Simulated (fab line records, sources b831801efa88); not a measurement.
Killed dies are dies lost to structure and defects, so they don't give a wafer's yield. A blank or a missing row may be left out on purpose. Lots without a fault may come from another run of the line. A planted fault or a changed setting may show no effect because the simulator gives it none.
Chamber matching | flow sfq_line | SFQ_TRILAYER_I7_CMP_CMP_184 on cmp-02: 4 sister chambers
The step polishes SiO2. 8 wafers are shown with their chamber, then 8 later ones without.

WAFERS WITH THEIR CHAMBER
wafer  | chamber | motor_current_A (A) | time_to_endpoint_s (s)
L658.5 | 1       | 9.6                 | 223
L658.6 | 2       | 9.8                 | 225
L668.3 | 2       | 9.7                 | 216
L668.5 | 3       | 11.7                | 220
L670.3 | 1       | 9.6                 | 217
L670.1 | 0       | 10.1                | 208
L670.2 | 3       | 12.2                | 217
L674.4 | 0       | 9.5                 | 208

WAFERS WITHOUT THEIR CHAMBER
wafer  | motor_current_A (A) | time_to_endpoint_s (s)
L674.1 | 9.5                 | 216
L674.5 | 9.8                 | 210
L675.3 | 9.9                 | 216
L675.1 | 12.6                | 214
L675.6 | 9.9                 | 218
L677.1 | 12.0                | 209
L677.2 | 10.2                | 204
L677.3 | 9.6                 | 203

WHICH CHAMBER EACH WENT THROUGH
wafer  | from the rows above          | in truth
L674.1 | can't be placed: 1 or 2 or 0 | 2
L674.5 | 0                            | 0
L675.3 | can't be placed: 2 or 1 or 0 | 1
L675.1 | 3                            | 3
L675.6 | can't be placed: 2 or 1 or 0 | 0
L677.1 | 3                            | 3
L677.2 | 0                            | 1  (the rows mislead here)
L677.3 | 0                            | 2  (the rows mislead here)
Placed correctly: 3 of 8. Can't be placed from these rows: 3 (the true chamber is among the candidates in 3). Placed wrongly: 2.
How it was worked out, from the rows above alone: a wafer's distance from a chamber is the root of the sum, over the readings, of the square of ((its reading less the chamber's mean) divided by the reading's scatter). The wafer belongs to the nearest chamber; if the next one is less than 2 further off, it can't be placed. A chamber's mean is the mean of its shown wafers. The scatter: the root of (the sum of the squares of (reading less its chamber's mean) over the shown wafers, divided by (wafers less chambers)).
